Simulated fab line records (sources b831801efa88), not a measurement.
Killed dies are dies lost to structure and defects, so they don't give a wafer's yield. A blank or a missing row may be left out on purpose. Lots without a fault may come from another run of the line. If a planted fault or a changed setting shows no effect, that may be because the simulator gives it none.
Which tool did it? -- flow gf180mcu -- 13 lots with 39 wafers sampled at 5 steps, on a route of 602 steps

== WHAT THE GAUGES SHOWED, per wafer ==
GF_HV_LDD_THK_MEAS_57. Usual: for HV_LDD_CVD_56_THK the level is 89.6 nm and the standard deviation is 1.
lot,measured,on,HV_LDD_CVD_56_THK (nm),flag
L938,day 12 08:17,film-metro-02,91.9 91.9 92.2,
L939,day 12 21:07,film-metro-01,91.0 90.5 90.4,
L940,day 13 04:02,film-metro-02,91.7 90.8 90.7,
L943,day 14 07:00,film-metro-02,89.8 90.0 90.6,
L944,day 14 13:22,film-metro-04,89.8 89.4 89.6,
L945,day 14 20:23,film-metro-02,89.9 90.3 89.8,
L946,day 15 05:05,film-metro-04,90.2 90.2 89.8,
L948,day 15 21:29,film-metro-04,88.9 90.1 89.4,
L951,day 17 00:08,film-metro-01,89.0 88.6 88.8,
L952,day 17 05:04,film-metro-04,88.9 89.1 89.1,
L959,day 19 14:02,film-metro-04,90.4 89.3 89.1,
L960,day 19 17:52,film-metro-04,87.8 88.5 88.0,
L961,day 20 07:55,film-metro-04,87.8 88.7 88.8,

GF_PSD_OVL_MEAS_08. Usual: for PSD_OVL the level is 0.8 nm and the standard deviation is 1.3.
lot,measured,on,PSD_OVL (nm),flag
L938,day 14 00:31,overlay-02,-0.2 0.0 0.7,
L939,day 14 14:05,overlay-02,-0.2 0.7 0.0,
L940,day 14 21:29,overlay-02,0.0 1.1 -0.3,
L943,day 16 02:19,overlay-01,1.3 2.0 1.9,
L944,day 16 09:23,overlay-02,0.9 0.0 1.1,
L945,day 16 16:02,overlay-01,0.2 1.5 -0.3,
L946,day 17 01:38,overlay-02,2.8 -0.2 -1.7,
L948,day 17 19:55,overlay-01,0.9 0.1 -0.7,
L951,day 18 23:47,overlay-01,0.2 -2.2 -0.8,
L952,day 19 03:23,overlay-01,4.8 3.6 4.3,
L959,day 21 15:07,overlay-02,2.4 1.6 1.1,
L960,day 21 19:01,overlay-02,1.1 1.6 0.5,
L961,day 22 08:40,overlay-02,1.0 1.2 1.5,

GF_PSD_RS_MEAS_14: measurement is done with a four-point probe. Usual: for NSD_RS the level is 46.15 ohm/sq and the standard deviation is 0.09.
lot,measured,on,NSD_RS (ohm/sq),flag
L938,day 14 01:01,film-metro-01,46.07 46.07 46.01,
L939,day 14 14:34,film-metro-01,46.31 46.20 46.18,
L940,day 14 21:58,film-metro-03,46.13 46.26 46.09,
L943,day 16 02:49,film-metro-03,46.10 45.98 46.02,
L944,day 16 09:52,film-metro-03,46.13 46.28 46.13,
L945,day 16 16:31,film-metro-04,46.09 46.07 46.02,
L946,day 17 02:09,film-metro-04,46.18 46.18 46.06,
L948,day 17 20:24,film-metro-03,46.15 46.26 46.18,
L951,day 19 00:19,film-metro-04,43.81 46.23 43.81,OFF
L952,day 19 03:53,film-metro-04,46.16 46.31 43.81,OFF
L959,day 21 15:36,film-metro-04,46.12 46.29 46.22,
L960,day 21 19:34,film-metro-04,46.27 46.23 46.18,
L961,day 22 09:09,film-metro-04,46.10 46.19 46.07,

GF_PSD_RS_MEAS_15: measurement is done with a four-point probe. Usual: for PSD_RS the level is 108.59 ohm/sq and the standard deviation is 0.28.
lot,measured,on,PSD_RS (ohm/sq),flag
L938,day 14 01:08,film-metro-01,108.56 108.56 108.57,
L939,day 14 14:41,film-metro-01,108.29 108.15 108.68,
L940,day 14 22:05,film-metro-03,108.38 108.55 108.40,
L943,day 16 02:56,film-metro-03,108.47 108.50 108.41,
L944,day 16 09:59,film-metro-03,108.77 108.85 108.33,
L945,day 16 16:38,film-metro-04,108.62 108.64 108.53,
L946,day 17 02:16,film-metro-04,108.58 108.74 108.63,
L948,day 17 20:31,film-metro-03,108.27 109.00 108.51,
L951,day 19 00:26,film-metro-04,103.57 108.35 103.65,OFF
L952,day 19 04:00,film-metro-04,108.48 108.67 103.49,OFF
L959,day 21 15:43,film-metro-04,108.69 108.93 109.13,
L960,day 21 19:41,film-metro-04,108.59 108.35 108.62,
L961,day 22 09:16,film-metro-04,108.30 108.82 108.83,

== WHAT TOOL EACH LOT RAN ON (gives the tool, then ch and the chambers of the sampled wafers, and finally the start) ==
lot,GF_PSD_RTA_13
L938,"rtp-anneal-02 ch 0, day 14 00:56"
L939,"rtp-anneal-02 ch 0, day 14 14:29"
L940,"rtp-anneal-02 ch 0, day 14 21:53"
L943,"rtp-anneal-02 ch 0, day 16 02:43"
L944,"rtp-anneal-02 ch 0, day 16 09:47"
L945,"rtp-anneal-02 ch 0, day 16 16:26"
L946,"rtp-anneal-02 ch 0, day 17 02:04"
L948,"rtp-anneal-01 ch 0, day 17 20:19"
L951,"rtp-anneal-02 ch 0, day 19 00:13"
L952,"rtp-anneal-02 ch 0, day 19 03:47"
L959,"rtp-anneal-02 ch 0, day 21 15:31"
L960,"rtp-anneal-02 ch 0, day 21 19:28"
L961,"rtp-anneal-01 ch 0, day 22 09:04"
- GF_PSD_RTA_13: time 20 s.

== WHAT THE TOOLS THEMSELVES READ (means of the sampled wafers that have a number; where no wafer has one, the mark that the record gives instead) ==
GF_PSD_RTA_13. Usual: lamp-power-pct 35.9 %, standard deviation 2.5; run-length-s 48.74 s, standard deviation 0.19; wafer_temp_C_max 1030.2, standard deviation 0.98.
lot,tool,lamp-power-pct (%),run-length-s (s),wafer_temp_C_max,flag
L938,rtp-anneal-02,34.6,49.10,1029.8,
L939,rtp-anneal-02,34.6,48.66,1030.7,
L940,rtp-anneal-02,34.6,48.98,1030.4,
L943,rtp-anneal-02,34.6,48.76,1031.2,
L944,rtp-anneal-02,34.6,48.99,1030.5,
L945,rtp-anneal-02,34.6,48.67,1030.3,
L946,rtp-anneal-02,34.6,48.83,1030.4,
L948,rtp-anneal-01,40.7,48.70,1029.2,
L951,rtp-anneal-02,34.6,56.60,1029.9,OFF
L952,rtp-anneal-02,34.6,52.91,1031.1,OFF
L959,rtp-anneal-02,34.6,48.93,1030.1,
L960,rtp-anneal-02,34.6,48.76,1030.3,
L961,rtp-anneal-01,40.6,48.67,1029.9,

== THE ANSWER, worked out from the rows above alone ==
Rule: a lot is off if the mean of its wafers that have a number lies more than 3 standard deviations from the usual mean. A lot without any number at a reading at which 4 lots or more have one is off too. The other lots that the step has rows for count as sound. The gauges are gone through in route order, then the tools' own readings, and for those a lot's mean is taken as printed above. At the first step where some lot is off, the reading lying furthest off is the one used; lots without a number count as furthest.
Off: L951, L952, seen at GF_PSD_RS_MEAS_14 (NSD_RS).
A tool fits if, at a process step before that reading, it ran every lot that is off, and no sound lot after the first of them. Not tried: the gauges at GF_PSD_RS_MEAS_14; whatever is off there is also off at GF_PSD_RTA_13, on other tools, and gauge error can't account for it. Not one of the candidates tried fits.

== WHAT THE SIMULATOR PUT IN ==
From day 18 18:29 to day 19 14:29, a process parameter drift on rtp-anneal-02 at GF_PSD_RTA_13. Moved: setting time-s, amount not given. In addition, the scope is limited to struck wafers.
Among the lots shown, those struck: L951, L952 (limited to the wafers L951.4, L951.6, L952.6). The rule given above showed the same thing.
